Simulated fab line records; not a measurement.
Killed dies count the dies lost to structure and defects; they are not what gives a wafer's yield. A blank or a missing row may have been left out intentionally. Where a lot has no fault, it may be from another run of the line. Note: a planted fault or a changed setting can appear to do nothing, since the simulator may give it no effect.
8D (eight disciplines) problem report, filled in by code :: flow gf180mcu :: the parts of the form that need people (team, actions taken, sign-off) are left out

== 1. THE PROBLEM ==
Across 3 wafers from 2 lots, CONTACT_W_RS at GF_CONTACT_RS_MEAS_25 averages 0.348 ohm/sq, while fault-free wafers read 0.380 ohm/sq with a standard deviation of 0.0051. Relative to the usual mean, that is a shift of -6.3 standard deviations.
The step: measures by four-point-probe.
Seen first at day 21 21:38 on film metro-04, wafer L519.6. Wafers with a number at this step in the record: 36, from 12 lots. Rule for "out" (also "out of limits"): further than 4 standard deviations from the usual mean. All remaining wafers that have a number are taken as sound.

== 2. WHAT IT IS, AND WHAT IT ISN'T ==
question: which readings at this step
is: CONTACT_W_RS
is not: -

question: which lots
is: L519, L522
is not: L503, L506, L507, L508, L509, L510, L511, L514, L515, L526

question: which wafers of those lots
is: L519.6, L522.1, L522.6
is not: L519.1, L519.3, L522.5

question: read on which gauges
is: film metro-02, film metro-04
is not: -

question: when
is: from day 21 21:38
is not: up to then (29 sound wafers); but 4 sound wafers of L522, L526 came after

== 3. WHAT RULES OUT EACH SUSPECT ==
Counting: if a tool at a process step up to the reading ran every lot that is out, it stays a suspect. Sound lots after the first of them don't rule it out here, since some wafers of a struck lot are sound.
- ruled out: the gauge at GF_CONTACT_RS_MEAS_25. Those wafers that are out were read across 2 gauges (film metro-02, film metro-04).
- cvd w-01 at GF_CONTACT_CVD_24 (deposits W, target thk 300 nm, time 90.339 s): kept. It processed each lot that is out (first: L519, day 21 21:32); up to then, its last sound lot is L514 (day 20 01:28). On those wafers its own readings are out: chamber pressure Torr.
- Within cvd w-01 at GF_CONTACT_CVD_24, the wafers that are out were processed in chamber 1 and their sound lot-mates in chamber 0.
After counting, what remains is cvd w-01 at GF_CONTACT_CVD_24.

== 4. THE CAUSE (what the simulator had put in) ==
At GF_CONTACT_CVD_24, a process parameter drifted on cvd w-01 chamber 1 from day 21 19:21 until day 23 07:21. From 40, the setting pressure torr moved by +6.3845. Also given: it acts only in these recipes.
The count eliminated every tool but this one.

== 5. THE CHAIN OF EFFECTS, in route order ==
Each row: a reading whose mean over the struck wafers that have a number lies more than 3 standard deviations from the usual. Only readings for which the record gives a usual standard deviation are gone through. hours: the time from each lot's start at the first step in this table that gives one to its start at this step, as a median over the lots. sigmas: the change in usual standard deviations.
hours: 0
step: GF_CONTACT_CVD_24
reading: chamber pressure Torr
usual: 40.01 Torr
on struck wafers: 46.46
change: +6.45
sigmas: +85

hours: 0
step: GF_CONTACT_RS_MEAS_25
reading: CONTACT_W_RS
usual: 0.380 ohm/sq
on struck wafers: 0.348
change: -0.032
sigmas: -6.3

hours: 2
step: GF_CONTACT_THK_MEAS_26
reading: CONTACT_W_THK
usual: 301 nm
on struck wafers: 331
change: +30
sigmas: +7.1
Process steps it contains:
- GF_CONTACT_CVD_24: deposits W, target thk 300 nm, time 90.339 s.
At these later measuring or inspecting steps, every struck wafer for which the step has a row has a number for every such reading, and none has moved that far: GF_M1_CD_MEAS_14, GF_V1_OVL_MEAS_15.

== 6. WHAT WOULD HAVE CAUGHT IT SOONER ==
Counted from the fault's start at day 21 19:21, it took 2 hours until the first out-of-limits reading at a measuring or inspecting step in this record, taken at day 21 21:38.
The tool's own readings at GF_CONTACT_CVD_24 were out on every struck wafer that the step has a row for (chamber pressure Torr): an alarm limit on them would have fired on the first of those.
Lots out: 2; of these, L522 started GF_CONTACT_CVD_24 on cvd w-01 after day 21 21:38. Holding the tool at that time would have saved it.
